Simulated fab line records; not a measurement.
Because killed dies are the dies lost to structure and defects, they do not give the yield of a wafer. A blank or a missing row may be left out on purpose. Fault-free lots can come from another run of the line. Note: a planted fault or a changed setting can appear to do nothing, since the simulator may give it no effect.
fab line records | flow gf180mcu
record lots=12 | wafers=36 | last_day=34
route steps=602 shown HV_LDD@231 SALICIDE@281 M2@363
lots with no fault: from the same line, run without faults
start_h: hours from the record's first day to the start of the lot's first wafer shown | wait_h: hours since the lot's step before | " same as the row above | L1.1+2: one row covering several wafers at once | - either no value or no given start | * or withheld: withheld | < > ~ a bound
route shown NAME@n: names a module that has steps shown in the file, with the first one's number in the route | usual: average and standard deviation across the fault-free wafers | same: alike in all rows | chamber/n: place in a boat | sites: the reading at each site | _std_site: how widely they spread, as a standard deviation | _edge_site: outer sites' mean less inner sites' | radius_mm: how far each site lies from the wafer's centre | mask NAME#n: copy n | behind: tool/chamber where the wafer was last shaped | hold: cause of the lot's hold/its duration in hours/its outcome | device: transistor that didn't switch, given as n, p or np | end of line: the tests these same wafers got at the end of their route | a step given without rows: its recipe and nothing more | killed: dies lost to structure and defects at the first sort, not the wafer's yield | map: dies across one wafer; x = killed, . = not, _ = none there
set.NAME: the setting that was run; set.NAME@STEP: the one run at that earlier step | model.NAME: the simulator's own value behind a step, which no gauge read
a sample of lots followed through the steps of the route, with each step as a table and each wafer as a row
services: the hour from which a tool's chamber was out of use, counted from the record's first day as start_h (under 0 if before that day), plus the number of hours and why
## steps
# step GF_HV_LDD_THK_MEAS_55
# recipe reads=SiO2_of_HV_LDD_CVD_54
# usual HV_LDD_CVD_54_THK=9.97/0.12
lot.wafer | tool          | chamber | start_h | wait_h | HV_LDD_CVD_54_THK[nm]
L860.4    | film_metro-01 | -       | 267.21  | 0.0    | 10.15
L860.5    | "             | -       | "       | "      | 10.17
L860.6    | "             | -       | "       | "      | 10.20
L861.4    | film_metro-01 | -       | 274.66  | 0.0    | 10.15
L861.5    | "             | -       | "       | "      | 10.21
L861.6    | "             | -       | "       | "      | 10.21
L866.1    | film_metro-03 | -       | 337.78  | 0.0    | 9.82
L866.3    | "             | -       | "       | "      | 9.93
L866.4    | "             | -       | "       | "      | 10.01
L869.3    | film_metro-04 | -       | 360.55  | 0.0    | 9.98
L869.4    | "             | -       | "       | "      | 10.04
L869.5    | "             | -       | "       | "      | 10.09
L872.1    | film_metro-01 | -       | 377.33  | 0.0    | 10.01
L872.4    | "             | -       | "       | "      | 10.15
L872.5    | "             | -       | "       | "      | 10.21
L874.1    | film_metro-04 | -       | 389.58  | 0.0    | 9.92
L874.2    | "             | -       | "       | "      | 9.84
L874.4    | "             | -       | "       | "      | 9.99
L877.1    | film_metro-01 | -       | 410.40  | 0.0    | 9.99
L877.2    | "             | -       | "       | "      | 9.91
L877.6    | "             | -       | "       | "      | 10.03
L878.1    | film_metro-01 | -       | 420.48  | 0.0    | 9.93
L878.4    | "             | -       | "       | "      | 9.89
L878.5    | "             | -       | "       | "      | 9.86
L879.4    | film_metro-01 | -       | 429.88  | 0.0    | 9.86
L879.5    | "             | -       | "       | "      | 9.90
L879.6    | "             | -       | "       | "      | 9.86
L881.1    | film_metro-03 | -       | 443.58  | 0.0    | 9.98
L881.4    | "             | -       | "       | "      | 9.99
L881.6    | "             | -       | "       | "      | 9.84
L882.2    | film_metro-01 | -       | 451.79  | 0.0    | 9.87
L882.4    | "             | -       | "       | "      | 9.92
L882.6    | "             | -       | "       | "      | 9.95
L883.1    | film_metro-03 | -       | 459.83  | 0.0    | 10.10
L883.2    | "             | -       | "       | "      | 9.98
L883.5    | "             | -       | "       | "      | 9.93
# step GF_SALICIDE_SPUTTER_03
# recipe material=TiN | target_thk_nm=20 | power_w=6500 | time_s=16.7 | chamber_pressure_pa=0.4
# usual cathode_dc_power_W=6499.8/1.1 | throttle_valve_pct=30.0/1.1
# same time_s=16.7
lot.wafer | tool           | chamber | start_h | wait_h | cathode_dc_power_W | throttle_valve_pct
L860.4    | pvd_sputter-01 | -       | 332.23  | 0.0    | 6498.2             | 30.6
L860.5    | "              | -       | "       | "      | 6500.3             | 30.7
L860.6    | "              | -       | "       | "      | 6499.9             | 29.3
L861.4    | pvd_sputter-03 | -       | 338.42  | 0.0    | 6502.2             | 29.7
L861.5    | "              | -       | "       | "      | 6498.8             | 29.5
L861.6    | "              | -       | "       | "      | 6500.8             | 28.9
L866.1    | pvd_sputter-04 | -       | 407.54  | 0.0    | 5780.2             | 28.4
L866.3    | "              | -       | "       | "      | 5778.5             | 30.9
L866.4    | "              | -       | "       | "      | 5780.8             | 30.0
L869.3    | pvd_sputter-04 | -       | 433.03  | 0.0    | 5779.2             | 30.1
L869.4    | "              | -       | "       | "      | 5779.6             | 29.1
L869.5    | "              | -       | "       | "      | 5779.5             | 30.9
L872.1    | pvd_sputter-01 | -       | 451.18  | 0.0    | 6500.9             | 32.0
L872.4    | "              | -       | "       | "      | 6499.3             | 30.5
L872.5    | "              | -       | "       | "      | 6502.2             | 30.8
L874.1    | pvd_sputter-03 | -       | 463.94  | 0.0    | 6498.3             | 29.3
L874.2    | "              | -       | "       | "      | 6498.3             | 29.7
L874.4    | "              | -       | "       | "      | 6499.3             | 31.2
L877.1    | pvd_sputter-01 | -       | 485.83  | 0.0    | 6499.9             | 29.4
L877.2    | "              | -       | "       | "      | 6498.9             | 31.7
L877.6    | "              | -       | "       | "      | 6499.8             | 30.6
L878.1    | pvd_sputter-04 | -       | 496.10  | 0.0    | 6501.8             | 28.4
L878.4    | "              | -       | "       | "      | 6496.7             | 30.9
L878.5    | "              | -       | "       | "      | 6499.5             | 28.6
L879.4    | pvd_sputter-04 | -       | 505.24  | 0.0    | 6500.5             | 29.3
L879.5    | "              | -       | "       | "      | 6499.3             | 29.1
L879.6    | "              | -       | "       | "      | 6499.1             | 31.0
L881.1    | pvd_sputter-04 | -       | 517.38  | 0.0    | 6499.5             | 28.5
L881.4    | "              | -       | "       | "      | 6498.6             | 30.9
L881.6    | "              | -       | "       | "      | 6499.9             | 28.6
L882.2    | pvd_sputter-04 | -       | 526.35  | 0.0    | 6501.9             | 30.1
L882.4    | "              | -       | "       | "      | 6500.6             | 29.3
L882.6    | "              | -       | "       | "      | 6500.2             | 30.9
L883.1    | pvd_sputter-04 | -       | 534.18  | 0.0    | 6499.7             | 29.2
L883.2    | "              | -       | "       | "      | 6498.6             | 28.4
L883.5    | "              | -       | "       | "      | 6499.8             | 28.7
# step GF_SALICIDE_RS_MEAS_04
# recipe thk_meas_gauge=four-point-probe | reads=TiN_of_SALICIDE_SPUTTER_03+Co_of_SALICIDE_SPUTTER_02
# usual SALICIDE_TIN_RS=16.42/0.28
lot.wafer | tool          | chamber | start_h | wait_h | SALICIDE_TIN_RS[ohm/sq]
L860.4    | film_metro-02 | -       | 332.31  | 0.1    | 16.26
L860.5    | "             | -       | "       | "      | 16.09
L860.6    | "             | -       | "       | "      | 16.58
L861.4    | film_metro-01 | -       | 338.51  | 0.1    | 16.51
L861.5    | "             | -       | "       | "      | 16.48
L861.6    | "             | -       | "       | "      | 16.29
L866.1    | film_metro-02 | -       | 407.57  | 0.0    | 17.28
L866.3    | "             | -       | "       | "      | 17.20
L866.4    | "             | -       | "       | "      | 17.25
L869.3    | film_metro-02 | -       | 433.09  | 0.1    | 17.45
L869.4    | "             | -       | "       | "      | 17.43
L869.5    | "             | -       | "       | "      | 17.08
L872.1    | film_metro-02 | -       | 451.20  | 0.0    | 16.54
L872.4    | "             | -       | "       | "      | 15.93
L872.5    | "             | -       | "       | "      | 16.01
L874.1    | film_metro-02 | -       | 463.96  | 0.0    | 16.47
L874.2    | "             | -       | "       | "      | 16.20
L874.4    | "             | -       | "       | "      | 15.97
L877.1    | film_metro-02 | -       | 485.85  | 0.0    | 16.62
L877.2    | "             | -       | "       | "      | 16.56
L877.6    | "             | -       | "       | "      | 16.24
L878.1    | film_metro-03 | -       | 496.13  | 0.0    | 16.16
L878.4    | "             | -       | "       | "      | 16.23
L878.5    | "             | -       | "       | "      | 16.18
L879.4    | film_metro-02 | -       | 505.33  | 0.1    | 16.80
L879.5    | "             | -       | "       | "      | 16.48
L879.6    | "             | -       | "       | "      | 16.45
L881.1    | film_metro-03 | -       | 517.40  | 0.0    | 16.11
L881.4    | "             | -       | "       | "      | 16.23
L881.6    | "             | -       | "       | "      | 16.10
L882.2    | film_metro-02 | -       | 526.40  | 0.0    | 16.43
L882.4    | "             | -       | "       | "      | 16.02
L882.6    | "             | -       | "       | "      | 16.07
L883.1    | film_metro-01 | -       | 534.20  | 0.0    | 16.46
L883.2    | "             | -       | "       | "      | 16.35
L883.5    | "             | -       | "       | "      | 16.37
# step GF_SALICIDE_THK_MEAS_05
# recipe thk_meas_gauge=xrf | reads=TiN_of_SALICIDE_SPUTTER_03
# usual SALICIDE_TIN_THK=19.93/0.3
lot.wafer | tool          | chamber | start_h | wait_h | SALICIDE_TIN_THK[nm]
L860.4    | film_metro-02 | -       | 332.40  | 0.1    | 19.76
L860.5    | "             | -       | "       | "      | 19.71
L860.6    | "             | -       | "       | "      | 19.77
L861.4    | film_metro-01 | -       | 338.60  | 0.1    | 20.20
L861.5    | "             | -       | "       | "      | 20.25
L861.6    | "             | -       | "       | "      | 20.47
L866.1    | film_metro-02 | -       | 407.69  | 0.1    | 17.95
L866.3    | "             | -       | "       | "      | 17.55
L866.4    | "             | -       | "       | "      | 17.45
L869.3    | film_metro-02 | -       | 433.19  | 0.1    | 18.15
L869.4    | "             | -       | "       | "      | 18.11
L869.5    | "             | -       | "       | "      | 18.17
L872.1    | film_metro-02 | -       | 451.32  | 0.1    | 19.88
L872.4    | "             | -       | "       | "      | 19.82
L872.5    | "             | -       | "       | "      | 19.80
L874.1    | film_metro-02 | -       | 464.08  | 0.1    | 20.24
L874.2    | "             | -       | "       | "      | 19.87
L874.4    | "             | -       | "       | "      | 20.04
L877.1    | film_metro-02 | -       | 485.97  | 0.1    | 19.30
L877.2    | "             | -       | "       | "      | 19.59
L877.6    | "             | -       | "       | "      | 19.51
L878.1    | film_metro-03 | -       | 496.25  | 0.1    | 20.12
L878.4    | "             | -       | "       | "      | 19.69
L878.5    | "             | -       | "       | "      | 19.82
L879.4    | film_metro-02 | -       | 505.42  | 0.1    | 19.69
L879.5    | "             | -       | "       | "      | 19.87
L879.6    | "             | -       | "       | "      | 19.91
L881.1    | film_metro-03 | -       | 517.52  | 0.1    | 20.04
L881.4    | "             | -       | "       | "      | 19.56
L881.6    | "             | -       | "       | "      | 19.88
L882.2    | film_metro-02 | -       | 526.51  | 0.1    | 20.05
L882.4    | "             | -       | "       | "      | 20.20
L882.6    | "             | -       | "       | "      | 20.09
L883.1    | film_metro-01 | -       | 534.32  | 0.1    | 19.99
L883.2    | "             | -       | "       | "      | 20.32
L883.5    | "             | -       | "       | "      | 20.22
# step GF_M2_SPUTTER_01
# recipe material=TiN | target_thk_nm=30 | power_w=6500 | time_s=25 | chamber_pressure_pa=0.4
# usual cathode_dc_power_W=6499.7/1.2 | throttle_valve_pct=30.1/1.1
# same time_s=25
lot.wafer | tool           | chamber | start_h | wait_h | cathode_dc_power_W | throttle_valve_pct
L860.4    | pvd_sputter-03 | -       | 405.41  | 0.1    | 6498.7             | 31.3
L860.5    | "              | -       | "       | "      | 6499.4             | 29.4
L860.6    | "              | -       | "       | "      | 6501.2             | 29.5
L861.4    | pvd_sputter-03 | -       | 411.51  | 0.0    | 6499.6             | 31.1
L861.5    | "              | -       | "       | "      | 6498.3             | 29.2
L861.6    | "              | -       | "       | "      | 6499.0             | 29.1
L866.1    | pvd_sputter-01 | -       | 484.82  | 0.1    | 6498.9             | 29.2
L866.3    | "              | -       | "       | "      | 6499.9             | 31.7
L866.4    | "              | -       | "       | "      | 6500.0             | 31.8
L869.3    | pvd_sputter-03 | -       | 513.81  | 0.1    | 6500.1             | 29.3
L869.4    | "              | -       | "       | "      | 6498.5             | 31.5
L869.5    | "              | -       | "       | "      | 6498.7             | 29.8
L872.1    | pvd_sputter-03 | -       | 528.78  | 0.1    | 6502.0             | 29.3
L872.4    | "              | -       | "       | "      | 6499.9             | 29.2
L872.5    | "              | -       | "       | "      | 6498.8             | 29.8
L874.1    | pvd_sputter-01 | -       | 540.03  | 0.1    | 6501.4             | 31.9
L874.2    | "              | -       | "       | "      | 6499.4             | 29.3
L874.4    | "              | -       | "       | "      | 6501.3             | 31.8
L877.1    | pvd_sputter-03 | -       | 561.67  | 0.1    | 6498.2             | 28.9
L877.2    | "              | -       | "       | "      | 6500.2             | 31.3
L877.6    | "              | -       | "       | "      | 6500.0             | 31.3
L878.1    | pvd_sputter-04 | -       | 570.64  | 0.1    | 6499.7             | 28.3
L878.4    | "              | -       | "       | "      | 6499.1             | 29.1
L878.5    | "              | -       | "       | "      | 6500.3             | 29.4
L879.4    | pvd_sputter-04 | -       | 578.44  | 0.1    | 6499.4             | 28.7
L879.5    | "              | -       | "       | "      | 6499.9             | 29.3
L879.6    | "              | -       | "       | "      | 6500.2             | 31.3
L881.1    | pvd_sputter-03 | -       | 588.35  | 0.1    | 6500.7             | 29.8
L881.4    | "              | -       | "       | "      | 6499.3             | 31.5
L881.6    | "              | -       | "       | "      | 6498.7             | 29.1
L882.2    | pvd_sputter-04 | -       | 597.17  | 0.1    | 6501.6             | 29.2
L882.4    | "              | -       | "       | "      | 6499.1             | 28.6
L882.6    | "              | -       | "       | "      | 6497.8             | 29.4
L883.1    | pvd_sputter-01 | -       | 604.52  | 0.1    | 6500.6             | 29.1
L883.2    | "              | -       | "       | "      | 6500.5             | 31.8
L883.5    | "              | -       | "       | "      | 6499.7             | 31.7
# step GF_M2_SPUTTER_03
# recipe material=Ti | target_thk_nm=10 | substrate_temp_c=300 | chamber_pressure_pa=0.3 | power_w=3000 | time_s=6.7
# usual cathode_dc_power_W=2999.9/0.55 | substrate_temp_c=300.01/0.22 | throttle_valve_pct=30.1/1.1
# same time_s=6.7
lot.wafer | tool           | chamber | start_h | wait_h | cathode_dc_power_W | substrate_temp_c | throttle_valve_pct
L860.4    | pvd_sputter-03 | -       | 405.47  | 0.0    | 3000.3             | 299.81           | 31.2
L860.5    | "              | -       | "       | "      | 2999.6             | 300.00           | 29.1
L860.6    | "              | -       | "       | "      | 3000.0             | 299.67           | 29.6
L861.4    | pvd_sputter-03 | -       | 411.57  | 0.0    | 3000.1             | 299.71           | 31.2
L861.5    | "              | -       | "       | "      | 2999.5             | 299.85           | 29.2
L861.6    | "              | -       | "       | "      | 2999.3             | 299.87           | 29.3
L866.1    | pvd_sputter-01 | -       | 484.88  | 0.0    | 2999.5             | 300.34           | 29.3
L866.3    | "              | -       | "       | "      | 3000.6             | 300.31           | 31.7
L866.4    | "              | -       | "       | "      | 2999.7             | 299.79           | 31.7
L869.3    | pvd_sputter-03 | -       | 513.88  | 0.0    | 3000.3             | 300.12           | 29.0
L869.4    | "              | -       | "       | "      | 3000.5             | 300.24           | 31.5
L869.5    | "              | -       | "       | "      | 2999.0             | 300.05           | 29.8
L872.1    | pvd_sputter-03 | -       | 528.84  | 0.0    | 2999.7             | 300.04           | 29.3
L872.4    | "              | -       | "       | "      | 2999.8             | 299.82           | 29.2
L872.5    | "              | -       | "       | "      | 3000.3             | 300.05           | 29.5
L874.1    | pvd_sputter-01 | -       | 540.09  | 0.0    | 2999.5             | 300.26           | 31.5
L874.2    | "              | -       | "       | "      | 2999.0             | 300.51           | 29.3
L874.4    | "              | -       | "       | "      | 2999.3             | 300.05           | 31.8
L877.1    | pvd_sputter-03 | -       | 561.74  | 0.0    | 2999.0             | 300.42           | 29.0
L877.2    | "              | -       | "       | "      | 3000.6             | 299.88           | 31.6
L877.6    | "              | -       | "       | "      | 3000.2             | 299.86           | 31.6
L878.1    | pvd_sputter-04 | -       | 570.70  | 0.0    | 3000.0             | 299.77           | 28.4
L878.4    | "              | -       | "       | "      | 2999.8             | 299.87           | 29.0
L878.5    | "              | -       | "       | "      | 2999.8             | 299.71           | 29.2
L879.4    | pvd_sputter-04 | -       | 578.50  | 0.0    | 2999.9             | 299.78           | 28.2
L879.5    | "              | -       | "       | "      | 3000.6             | 299.67           | 29.2
L879.6    | "              | -       | "       | "      | 2999.7             | 300.04           | 30.9
L881.1    | pvd_sputter-03 | -       | 588.41  | 0.0    | 2999.5             | 300.09           | 29.6
L881.4    | "              | -       | "       | "      | 3001.0             | 300.14           | 31.3
L881.6    | "              | -       | "       | "      | 3000.4             | 299.99           | 29.1
L882.2    | pvd_sputter-04 | -       | 597.23  | 0.0    | 2999.6             | 299.87           | 29.4
L882.4    | "              | -       | "       | "      | 2999.6             | 299.85           | 28.7
L882.6    | "              | -       | "       | "      | 3000.6             | 299.91           | 29.1
L883.1    | pvd_sputter-01 | -       | 604.58  | 0.0    | 2999.3             | 299.56           | 29.1
L883.2    | "              | -       | "       | "      | 2999.8             | 300.30           | 31.9
L883.5    | "              | -       | "       | "      | 3001.0             | 300.53           | 31.9
## services
tool           | chamber | start_h | hours | kind
pvd_sputter-01 | -       | 405.16  | 5.3   | repair
pvd_sputter-03 | 0       | 405.53  | -     | consumable_replace:kit
pvd_sputter-03 | 0       | 405.53  | 18.0  | scheduled_down
pvd_sputter-03 | 0       | 405.53  | 18.0  | vent_cycle
pvd_sputter-01 | 3       | 420.14  | -     | consumable_replace:kit
pvd_sputter-01 | 3       | 420.14  | 18.0  | scheduled_down
pvd_sputter-01 | 3       | 420.14  | 18.0  | vent_cycle
pvd_sputter-04 | -       | 467.62  | 11.1  | repair
pvd_sputter-04 | -       | 518.63  | 1.4   | repair
pvd_sputter-03 | -       | 536.65  | 5.2   | repair
pvd_sputter-01 | 2       | 562.82  | -     | consumable_replace:kit
pvd_sputter-01 | 2       | 562.82  | 18.0  | scheduled_down
pvd_sputter-01 | 2       | 562.82  | 18.0  | vent_cycle
pvd_sputter-03 | 3       | 582.48  | -     | consumable_replace:kit
pvd_sputter-03 | 3       | 582.48  | 18.0  | scheduled_down
pvd_sputter-03 | 3       | 582.48  | 18.0  | vent_cycle
pvd_sputter-01 | -       | 584.88  | 11.2  | repair
pvd_sputter-03 | -       | 598.22  | 2.1   | repair
## key
first_sign step=GF_SALICIDE_SPUTTER_03 | reading=cathode_dc_power_W | direction=down | sigmas=99+ | usual=6499.8 | struck=5779.6
effect step=GF_SALICIDE_RS_MEAS_04 | reading=SALICIDE_TIN_RS | direction=up | sigmas=3 | usual=16.42 | struck=17.28
effect step=GF_SALICIDE_THK_MEAS_05 | reading=SALICIDE_TIN_THK | direction=down | sigmas=6.9 | usual=19.93 | struck=17.90
met_at GF_SALICIDE_SPUTTER_03
struck_lots L866,L869
tester_left_out L866,L869
not_acting_at GF_HV_LDD_THK_MEAS_55,GF_M2_SPUTTER_01,GF_M2_SPUTTER_03
fault kind=process_parameter_drift | tool=pvd_sputter-04 | chamber=- | onset_h=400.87 | steps=GF_SALICIDE_SPUTTER_03 | channel=power_w | offset=-720.02 | shape=step | end_h=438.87 | acts_in=these_recipes_only | stated=6500
# tester_left_out: of these lots the tester's yield and bins aren't shown, on N5 and GAA mostly nor the transistor test; their killed dies are dies lost to structure and defects alone, not to doping, threshold or leakage, so they don't give the yield
